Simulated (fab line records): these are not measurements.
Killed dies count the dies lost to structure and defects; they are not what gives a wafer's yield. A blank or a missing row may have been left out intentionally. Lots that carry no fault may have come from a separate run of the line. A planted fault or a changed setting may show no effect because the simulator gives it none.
One fault seen from 2 desks -- flow sky130 -- what lay behind the numbers comes last; until then each desk has only its own

AT THE TOOL OWNER'S DESK: hdpcvd-02
The tool's own readings at SKY_VIA2_HDPCVD_00 (deposits SiO2, target thk 1180 nm, time 196.7 s): means of the sampled wafers that have a number, for each lot that ran on this tool. If a lot's mean is further than 4 standard deviations from the usual mean, the lot is out of limits and carries the mark OUT (the distance appears in the brackets).
Columns: A = run-length-s at SKY_VIA2_HDPCVD_00, usual 224.3 s; B = sih4-flow-sccm at SKY_VIA2_HDPCVD_00, usual 59.99 sccm
lot,first seen here,A,B
L984,day 36 02:03,224.7,59.91
L985,day 37 05:50,224.4,60.06
L991,day 39 03:32,224.5,60.13
L993,day 39 09:20,224.7,59.97
L101,day 41 18:18,233.7 (+25) OUT,60.01
L102,day 41 21:38,234.2 (+26) OUT,59.97
This desk finds L101, L102 out of limits, L101 being first, at day 41 18:18 (run-length-s at SKY_VIA2_HDPCVD_00). L984, L985, L991, L993 stayed within limits.

FROM THE METROLOGY DESK
Lot by lot, what the gauges showed, no matter which tool ran the lot: averages of those sampled wafers that carry a number. If a lot's mean is further than 4 standard deviations from the usual mean, the lot is out of limits and carries the mark OUT (the distance appears in the brackets).
Columns: A = VIA2_HDPCVD_THK at SKY_VIA2_THK_MEAS_01, usual 1185 nm
lot,first seen here,A
L981,day 35 06:46,1189
L982,day 35 12:11,1190
L983,day 35 18:46,1199
L984,day 36 02:11,1180
L985,day 37 05:56,1170
L987,day 38 01:41,1200
L989,day 38 10:08,1190
L991,day 39 03:40,1176
L993,day 39 09:28,1182
L995,day 39 20:53,1195
L999,day 40 16:18,1189
L100,day 41 03:10,1191
L101,day 41 18:26,1224
L102,day 41 21:47,1248 (+5.2) OUT
Per this desk, out of limits: L102; the first was L102, day 41 21:47 (VIA2_HDPCVD_THK at SKY_VIA2_THK_MEAS_01). L981, L982, L983, L984, L985, L987, L989, L991, L993, L995, L999, L100, L101 stayed within limits.

PUT TOGETHER
An alarm could have come from the tool owner's desk at day 41 18:18, on L101, L102.
An alarm was possible from the metrology desk at day 41 21:47, on L102.
The metrology desk holds a record of L101, inside its limits.
The lots listed all ran SKY_VIA2_HDPCVD_00 on hdpcvd-02.

WHAT THE SIMULATOR HAD INSERTED
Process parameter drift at SKY_VIA2_HDPCVD_00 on hdpcvd-02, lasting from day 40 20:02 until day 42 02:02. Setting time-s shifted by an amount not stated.
Lots struck among those shown: L101, L102.
Delay (hours) between the fault's onset and each desk's first out-of-limits reading: 22 at the tool owner's desk, 26 at the metrology desk.
